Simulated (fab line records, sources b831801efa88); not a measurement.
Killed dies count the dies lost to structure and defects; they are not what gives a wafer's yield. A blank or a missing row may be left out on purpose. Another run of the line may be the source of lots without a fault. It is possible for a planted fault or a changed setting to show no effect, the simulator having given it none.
What tool caused it? || flow gf180mcu || 13 lots, 39 wafers sampled, at 4 steps of a route of 602

== WHAT EACH GAUGE READ, for each wafer ==
GF_VT_IMPLANT_OVL_MEAS_40.
{"lot": "L657", "measured": "day 7 13:48", "on": "overlay-02", "VT_IMPLANT_03_OVL (nm)": "-0.5 0.3 -1.7"}
{"lot": "L658", "measured": "day 7 21:10", "on": "overlay-01", "VT_IMPLANT_03_OVL (nm)": "1.0 -0.1 0.6"}
{"lot": "L659", "measured": "day 8 02:40", "on": "overlay-01", "VT_IMPLANT_03_OVL (nm)": "-0.7 -0.5 -0.1"}
{"lot": "L660", "measured": "day 8 05:58", "on": "overlay-01", "VT_IMPLANT_03_OVL (nm)": "-0.2 -0.9 -2.3"}
{"lot": "L661", "measured": "day 8 19:03", "on": "overlay-02", "VT_IMPLANT_03_OVL (nm)": "-0.7 -0.9 -1.5"}
{"lot": "L662", "measured": "day 8 22:19", "on": "overlay-02", "VT_IMPLANT_03_OVL (nm)": "-0.5 -0.3 -1.8"}
{"lot": "L663", "measured": "day 9 04:08", "on": "overlay-02", "VT_IMPLANT_03_OVL (nm)": "-0.3 -1.0 0.1"}
{"lot": "L664", "measured": "day 9 10:03", "on": "overlay-02", "VT_IMPLANT_03_OVL (nm)": "1.0 -0.8 0.9"}
{"lot": "L665", "measured": "day 9 19:07", "on": "overlay-01", "VT_IMPLANT_03_OVL (nm)": "1.3 2.3 1.4"}
{"lot": "L669", "measured": "day 10 18:57", "on": "overlay-01", "VT_IMPLANT_03_OVL (nm)": "-0.2 1.5 0.2"}
{"lot": "L671", "measured": "day 11 18:09", "on": "overlay-01", "VT_IMPLANT_03_OVL (nm)": "-1.0 0.3 1.4"}
{"lot": "L674", "measured": "day 12 12:10", "on": "overlay-02", "VT_IMPLANT_03_OVL (nm)": "-0.3 -0.5 0.0"}
{"lot": "L678", "measured": "day 13 09:12", "on": "overlay-01", "VT_IMPLANT_03_OVL (nm)": "1.9 1.6 0.3"}

GF_SAB_OVL_MEAS_10.
{"lot": "L657", "measured": "day 15 11:11", "on": "overlay-01", "SAB_OVL (nm)": "1.4 -0.4 -1.0"}
{"lot": "L658", "measured": "day 15 15:14", "on": "overlay-02", "SAB_OVL (nm)": "-1.1 1.3 -0.7"}
{"lot": "L659", "measured": "day 16 02:31", "on": "overlay-01", "SAB_OVL (nm)": "-0.9 -2.1 0.1"}
{"lot": "L660", "measured": "day 15 23:26", "on": "overlay-01", "SAB_OVL (nm)": "0.4 2.0 1.3"}
{"lot": "L661", "measured": "day 16 15:56", "on": "overlay-02", "SAB_OVL (nm)": "1.7 -0.3 0.7"}
{"lot": "L662", "measured": "day 16 22:35", "on": "overlay-01", "SAB_OVL (nm)": "1.1 0.7 1.3"}
{"lot": "L663", "measured": "day 17 09:26", "on": "overlay-01", "SAB_OVL (nm)": "1.3 0.5 -0.4"}
{"lot": "L664", "measured": "day 17 14:23", "on": "overlay-02", "SAB_OVL (nm)": "-0.6 0.7 1.2"}
{"lot": "L665", "measured": "day 18 07:16", "on": "overlay-01", "SAB_OVL (nm)": "-0.6 -0.1 -1.5"}
{"lot": "L669", "measured": "day 19 16:19", "on": "overlay-02", "SAB_OVL (nm)": "0.0 -0.5 0.0"}
{"lot": "L671", "measured": "day 20 22:29", "on": "overlay-02", "SAB_OVL (nm)": "1.5 2.9 1.6"}
{"lot": "L674", "measured": "day 21 12:13", "on": "overlay-01", "SAB_OVL (nm)": "1.3 3.1 3.3"}
{"lot": "L678", "measured": "day 22 12:40", "on": "overlay-02", "SAB_OVL (nm)": "-1.1 -1.6 0.9"}

== WHAT TOOL EACH LOT RAN ON (gives the tool, then ch and the chambers of the sampled wafers, and finally the start) ==
{"lot": "L657", "GF_STI_CMP_25": "cmp-01 ch 1,2,3, day 2 06:30", "GF_DUAL_GATE_SOFTBAKE_07": "litho track-03 ch 0, day 8 00:09"}
{"lot": "L658", "GF_STI_CMP_25": "cmp-02 ch 0,1,3, day 2 09:41", "GF_DUAL_GATE_SOFTBAKE_07": "litho track-02 ch 0, day 8 10:47"}
{"lot": "L659", "GF_STI_CMP_25": "cmp-01 ch 1,2,3, day 2 13:46", "GF_DUAL_GATE_SOFTBAKE_07": "litho track-01 ch 0, day 8 17:41"}
{"lot": "L660", "GF_STI_CMP_25": "cmp-02 ch 0,1, day 2 19:31", "GF_DUAL_GATE_SOFTBAKE_07": "litho track-02 ch 0, day 8 17:32"}
{"lot": "L661", "GF_STI_CMP_25": "cmp-02 ch 1,2, day 3 01:23", "GF_DUAL_GATE_SOFTBAKE_07": "litho track-01 ch 0, day 9 06:16"}
{"lot": "L662", "GF_STI_CMP_25": "cmp-02 ch 0,2,3, day 3 07:05", "GF_DUAL_GATE_SOFTBAKE_07": "litho track-03 ch 0, day 9 09:12"}
{"lot": "L663", "GF_STI_CMP_25": "cmp-01 ch 2,3, day 3 10:09", "GF_DUAL_GATE_SOFTBAKE_07": "litho track-03 ch 0, day 9 16:19"}
{"lot": "L664", "GF_STI_CMP_25": "cmp-01 ch 0,1,2, day 3 15:24", "GF_DUAL_GATE_SOFTBAKE_07": "litho track-02 ch 0, day 9 21:31"}
{"lot": "L665", "GF_STI_CMP_25": "cmp-02 ch 0,1,3, day 3 21:52", "GF_DUAL_GATE_SOFTBAKE_07": "litho track-02 ch 0, day 10 06:11"}
{"lot": "L669", "GF_STI_CMP_25": "cmp-02 ch 0,1,3, day 4 17:02", "GF_DUAL_GATE_SOFTBAKE_07": "litho track-02 ch 0, day 11 07:10"}
{"lot": "L671", "GF_STI_CMP_25": "cmp-01 ch 0,1, day 5 07:57", "GF_DUAL_GATE_SOFTBAKE_07": "litho track-02 ch 0, day 12 11:44"}
{"lot": "L674", "GF_STI_CMP_25": "cmp-02 ch 0,1,2, day 5 19:16", "GF_DUAL_GATE_SOFTBAKE_07": "litho track-02 ch 0, day 13 00:20"}
{"lot": "L678", "GF_STI_CMP_25": "cmp-01 ch 0,1,3, day 6 17:36", "GF_DUAL_GATE_SOFTBAKE_07": "litho track-03 ch 0, day 13 22:15"}
- GF_STI_CMP_25: polishes, stops on Si3N4, t overpolish 33 s, target thk 524.6 nm.
- GF_DUAL_GATE_SOFTBAKE_07: time 60 s.

== AS READ BY THE TOOLS THEMSELVES (means over the sampled wafers that have a number; for cases with no such wafer, the mark the record gives instead) ==
GF_STI_CMP_25.
{"lot": "L657", "tool": "cmp-01", "edge zone pressure frac": 0.999, "motor current A (A)": 12.4, "overpolish run s (s)": 33.008, "time to endpoint s (s)": 126}
{"lot": "L658", "tool": "cmp-02", "edge zone pressure frac": 1.005, "motor current A (A)": 12.3, "overpolish run s (s)": 32.999, "time to endpoint s (s)": 122}
{"lot": "L659", "tool": "cmp-01", "edge zone pressure frac": 0.994, "motor current A (A)": 11.9, "overpolish run s (s)": 32.989, "time to endpoint s (s)": 128}
{"lot": "L660", "tool": "cmp-02", "edge zone pressure frac": 1.002, "motor current A (A)": 12.5, "overpolish run s (s)": 32.996, "time to endpoint s (s)": 124}
{"lot": "L661", "tool": "cmp-02", "edge zone pressure frac": 0.997, "motor current A (A)": 12.1, "overpolish run s (s)": 32.996, "time to endpoint s (s)": 122}
{"lot": "L662", "tool": "cmp-02", "edge zone pressure frac": 1.000, "motor current A (A)": 12.5, "overpolish run s (s)": 32.995, "time to endpoint s (s)": 122}
{"lot": "L663", "tool": "cmp-01", "edge zone pressure frac": 1.008, "motor current A (A)": 12.3, "overpolish run s (s)": 33.001, "time to endpoint s (s)": 128}
{"lot": "L664", "tool": "cmp-01", "edge zone pressure frac": 1.002, "motor current A (A)": 12.1, "overpolish run s (s)": 32.999, "time to endpoint s (s)": 127}
{"lot": "L665", "tool": "cmp-02", "edge zone pressure frac": 0.997, "motor current A (A)": 12.4, "overpolish run s (s)": 32.994, "time to endpoint s (s)": 123}
{"lot": "L669", "tool": "cmp-02", "edge zone pressure frac": 1.000, "motor current A (A)": 12.5, "overpolish run s (s)": 32.995, "time to endpoint s (s)": 117}
{"lot": "L671", "tool": "cmp-01", "edge zone pressure frac": 0.994, "motor current A (A)": 11.9, "overpolish run s (s)": 32.991, "time to endpoint s (s)": 121}
{"lot": "L674", "tool": "cmp-02", "edge zone pressure frac": 1.001, "motor current A (A)": 12.5, "overpolish run s (s)": 32.996, "time to endpoint s (s)": 117}
{"lot": "L678", "tool": "cmp-01", "edge zone pressure frac": 0.998, "motor current A (A)": 12.2, "overpolish run s (s)": 32.998, "time to endpoint s (s)": 125}

GF_DUAL_GATE_SOFTBAKE_07.
{"lot": "L657", "tool": "litho track-03", "run length s (s)": 88.87}
{"lot": "L658", "tool": "litho track-02", "run length s (s)": 89.18}
{"lot": "L659", "tool": "litho track-01", "run length s (s)": 88.95}
{"lot": "L660", "tool": "litho track-02", "run length s (s)": 89.37}
{"lot": "L661", "tool": "litho track-01", "run length s (s)": 89.00}
{"lot": "L662", "tool": "litho track-03", "run length s (s)": 88.87}
{"lot": "L663", "tool": "litho track-03", "run length s (s)": 88.82}
{"lot": "L664", "tool": "litho track-02", "run length s (s)": 89.20}
{"lot": "L665", "tool": "litho track-02", "run length s (s)": 89.20}
{"lot": "L669", "tool": "litho track-02", "run length s (s)": 89.17}
{"lot": "L671", "tool": "litho track-02", "run length s (s)": 99.62}
{"lot": "L674", "tool": "litho track-02", "run length s (s)": 99.57}
{"lot": "L678", "tool": "litho track-03", "run length s (s)": 88.96}

== THE ANSWER, worked out from the rows above alone ==
Rule: usual is defined by the lots themselves. The widest of any qualifying gaps counts: lots, ordered by their means at a reading, are off when they make up no more than a third of the lots, leave a main group of 4 or more, and stand apart from it by 3 or more times the standard deviation of that group's means. A main group whose means are all the same, to the digits that the tables above print for the reading, isn't used. A lot without any number at a reading at which 4 lots or more have one is off too. Where the step has rows for the other lots, those lots are counted as sound. First the gauges in route order, then the tools' own readings, where a lot's mean is used as printed above. At the first step where some lot is off, the reading lying furthest off is the one used; lots without a number count as furthest.
Off: L671, L674, at GF_DUAL_GATE_SOFTBAKE_07 (run length s). For the main group the mean is 89.05 s and the standard deviation 0.17.
A tool fits if, at that step or a process step before it, it ran every lot that is off, and no sound lot after the first of them. One fits: litho track-02 at GF_DUAL_GATE_SOFTBAKE_07. Its last sound lot is L669 (day 11 07:10), its first lot that is off L671 (day 12 11:44): a fault that began between those two fits.
The tool's own readings at GF_DUAL_GATE_SOFTBAKE_07 bear it out: on the lots that are off they differ by more than 5 times the standard deviation of the sound lots' means. run length s reads 99.59 s there against 89.05 s on the sound lots.

== WHAT THE SIMULATOR HAD INSERTED ==
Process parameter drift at GF_DUAL_GATE_SOFTBAKE_07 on litho track-02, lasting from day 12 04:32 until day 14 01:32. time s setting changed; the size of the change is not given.
Struck lots among those shown: L671, L674. This agrees with what the rule above found.
